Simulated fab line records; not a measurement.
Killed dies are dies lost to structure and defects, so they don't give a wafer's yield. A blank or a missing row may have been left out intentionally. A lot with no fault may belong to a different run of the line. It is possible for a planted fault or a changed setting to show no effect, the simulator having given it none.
Matching of chambers || flow gf180mcu || GF_STI_ETCH_14 on rieSi-01: 4 sister chambers
The step etches Si in HBr/Cl2/O2, target depth 360 nm, time 102.9 s. 4 wafers are shown with their chamber, then 7 later ones without.

== EACH WAFER AND ITS CHAMBER ==
{"wafer": "L741.3", "chamber": 1, "drypumpMotorCurrentA (A)": 5.9}
{"wafer": "L741.6", "chamber": 0, "drypumpMotorCurrentA (A)": 6.1}
{"wafer": "L745.2", "chamber": 3, "drypumpMotorCurrentA (A)": 6.1}
{"wafer": "L745.4", "chamber": 2, "drypumpMotorCurrentA (A)": 5.7}

== WAFERS WITHOUT THEIR CHAMBER ==
{"wafer": "L745.5", "drypumpMotorCurrentA (A)": 6.2}
{"wafer": "L746.1", "drypumpMotorCurrentA (A)": 5.7}
{"wafer": "L746.2", "drypumpMotorCurrentA (A)": 6.2}
{"wafer": "L746.6", "drypumpMotorCurrentA (A)": 5.7}
{"wafer": "L747.2", "drypumpMotorCurrentA (A)": 6.1}
{"wafer": "L747.3", "drypumpMotorCurrentA (A)": 5.9}
{"wafer": "L747.4", "drypumpMotorCurrentA (A)": 5.7}

== EACH ONE'S CHAMBER ==
{"wafer": "L745.5", "from the rows above": "can't be placed: 0 or 3", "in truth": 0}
{"wafer": "L746.1", "from the rows above": 2, "in truth": 2}
{"wafer": "L746.2", "from the rows above": "can't be placed: 0 or 3", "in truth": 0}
{"wafer": "L746.6", "from the rows above": 2, "in truth": 2}
{"wafer": "L747.2", "from the rows above": "can't be placed: 0 or 3", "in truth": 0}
{"wafer": "L747.3", "from the rows above": 1, "in truth": 1}
{"wafer": "L747.4", "from the rows above": 2, "in truth": 2}
Correct placement for 4 of the 7. Not placeable from these rows: 3 (in 3, the candidates include the true chamber). Wrongly placed: 0.
How it was worked out, from the rows above alone: a wafer's distance from a chamber is the root of the sum, over the readings, of the square of ((its reading less the chamber's mean) divided by the reading's scatter). The wafer belongs to the nearest chamber; if the next one is less than 2 further off, it can't be placed. Each chamber's mean is taken over the wafers shown for it. The scatter: with one shown wafer a chamber, the root of the mean of the squares of how far each hidden wafer lies from its nearest shown one.
